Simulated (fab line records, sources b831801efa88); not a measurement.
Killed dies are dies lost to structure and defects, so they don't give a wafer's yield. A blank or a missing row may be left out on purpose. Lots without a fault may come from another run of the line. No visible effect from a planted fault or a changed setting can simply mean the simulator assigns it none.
One fault through the eyes of 2 desks / flow gf180mcu / each desk holds nothing but its own numbers, with what lay behind them at the end

## METROLOGY DESK
What the gauges read for every lot (on any tool): the sampled wafers with a number, averaged. The brackets show how far a lot's mean lies from the usual mean; more than 4 standard deviations puts the lot out of limits, marked OUT.
Columns: A = STI_OXIDATION_01_THK at GF_STI_THK_MEAS_22, usual 14.97 nm; B = NSD_RS at GF_PSD_RS_MEAS_14, usual 46.15 ohm/sq; C = PSD_RS at GF_PSD_RS_MEAS_15, usual 108.6 ohm/sq
lot=L113; first seen here=day 2 13:50; A=15.20; B=46.20; C=108.8
lot=L115; first seen here=day 2 23:22; A=14.95; B=46.15; C=108.5
lot=L116; first seen here=day 3 05:28; A=14.80; B=46.15; C=108.9
lot=L117; first seen here=day 3 10:38; A=14.85; B=46.18; C=108.9
lot=L121; first seen here=day 4 07:38; A=14.94; B=46.05; C=108.1
lot=L122; first seen here=day 4 12:35; A=14.87; B=46.17; C=108.4
lot=L124; first seen here=day 4 22:43; A=14.67; B=47.60 (+17) OUT; C=115.8 (+21) OUT
lot=L125; first seen here=day 5 03:35; A=15.06; B=47.71 (+18) OUT; C=116.1 (+22) OUT
lot=L131; first seen here=day 6 10:14; A=14.94; B=46.16; C=108.7
lot=L132; first seen here=day 6 16:00; A=15.18; B=46.22; C=108.9
lot=L133; first seen here=day 6 21:19; A=14.98; B=46.06; C=108.2
lot=L134; first seen here=day 7 03:05; A=15.13; B=46.18; C=108.8
This desk's result: L124, L125 out of limits, first on L124 (NSD_RS at GF_PSD_RS_MEAS_14), day 19 01:10. Within limits: L113, L115, L116, L117, L121, L122, L131, L132, L133, L134.

## TOOL OWNER'S DESK, rtpAnneal-01
At GF_PSD_RTA_13 (time 20 s), the tool's own readings, given per lot that ran on this tool as the mean of the sampled wafers with a number. The brackets show how far a lot's mean lies from the usual mean; more than 4 standard deviations puts the lot out of limits, marked OUT.
Columns: A = chamberO2Ppm at GF_PSD_RTA_13, usual 2.002; B = lampPowerPct at GF_PSD_RTA_13, usual 32.5 %; C = wafer_temp_C_max at GF_PSD_RTA_13, usual 1030.2
lot=L116; first seen here=day 16 01:46; A=2.027; B=34.1; C=1028.1
lot=L122; first seen here=day 18 13:12; A=2.025; B=34.1; C=1029.1
lot=L124; first seen here=day 19 01:05; A=1.990; B=33.1; C=1017.4 (-9.1) OUT
lot=L125; first seen here=day 19 10:23; A=1.989; B=33.1; C=1018.6 (-8.3) OUT
lot=L133; first seen here=day 22 04:16; A=1.988; B=34.1; C=1028.8
lot=L134; first seen here=day 22 10:51; A=2.019; B=34.2; C=1029.2
Finding of this desk: L124, L125 out of limits; the first was L124 at day 19 01:05, on wafer_temp_C_max at GF_PSD_RTA_13. Within limits: L116, L122, L133, L134.

## ALL TOGETHER
On L124, L125, at day 19 01:05, an alarm was possible from the tool owner's desk.
An alarm was possible from the metrology desk at day 19 01:10, on L124, L125.
Every lot named ran GF_PSD_RTA_13 on rtpAnneal-01.

## WHAT THE SIMULATOR HAD INSERTED
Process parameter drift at GF_PSD_RTA_13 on rtpAnneal-01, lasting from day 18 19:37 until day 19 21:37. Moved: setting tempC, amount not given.
Struck lots among those shown: L124, L125.
Time in hours from fault onset to the first out-of-limits reading at each desk: tool owner's desk 5, metrology desk 6.
